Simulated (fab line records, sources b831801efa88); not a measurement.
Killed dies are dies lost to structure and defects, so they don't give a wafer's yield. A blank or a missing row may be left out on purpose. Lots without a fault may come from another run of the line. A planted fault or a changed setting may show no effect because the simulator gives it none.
Which tool did it? | flow sky130 | 6 lots, 18 wafers sampled, at 3 steps of a route of 708

WHAT THE GAUGES READ, wafer by wafer
SKY_VIA4_THK_MEAS_20: measures by xrf.
lot  | measured     | on            | VIA4_W_THK (nm)
L262 | day 43 07:53 | film_metro-03 | 528 530 524
L265 | day 44 04:33 | film_metro-01 | 534 534 526
L267 | day 44 22:58 | film_metro-04 | 528 525 522
L269 | day 45 09:42 | film_metro-01 | 515 529 517
L274 | day 46 13:39 | film_metro-04 | 527 526 527
L281 | day 47 22:34 | film_metro-01 | 525 522 524

WHICH TOOL RAN EACH LOT (tool, then ch and the chambers of the sampled wafers, then the start)
lot  | SKY_FIELD_ISO_ETCH_17           | SKY_VIA4_CVD_18
L262 | rie_si-01 ch 1,2,3, day 2 11:03 | cvd_w-02 ch 0,1, day 43 07:37
L265 | rie_si-02 ch 0,1,2, day 3 00:59 | cvd_w-01 ch 0,1, day 44 04:18
L267 | rie_si-01 ch 0,2, day 3 14:30   | cvd_w-02 ch 0,1, day 44 22:41
L269 | rie_si-01 ch 0,1,2, day 3 22:01 | cvd_w-01 ch 0,1, day 45 09:28
L274 | rie_si-01 ch 0,1,2, day 5 00:17 | cvd_w-02 ch 0,1, day 46 13:22
L281 | rie_si-02 ch 0,1,2, day 6 16:03 | cvd_w-02 ch 0,1, day 47 22:20
- SKY_FIELD_ISO_ETCH_17: etches Si in HBr/Cl2/O2, target depth 342 nm, time 97.7 s.
- SKY_VIA4_CVD_18: deposits W, target thk 505 nm, time 152.14 s.

THE ANSWER, worked out from the rows above alone
Rule: what is usual is taken from the lots themselves. Put in order of their means at a reading, lots are off if they are a third of the lots or fewer, leave a main group of 4 or more, and stand apart from it by a gap of 3 or more times the standard deviation of the main group's means; of several such gaps the widest counts. A main group whose means are all the same, to the digits that the tables above print for the reading, isn't used. A lot without any number at a reading at which 4 lots or more have one is off too. The other lots that the step has rows for count as sound.
No lot is off at any reading shown: from this, nothing can be told.

WHAT THE SIMULATOR HAD PUT IN
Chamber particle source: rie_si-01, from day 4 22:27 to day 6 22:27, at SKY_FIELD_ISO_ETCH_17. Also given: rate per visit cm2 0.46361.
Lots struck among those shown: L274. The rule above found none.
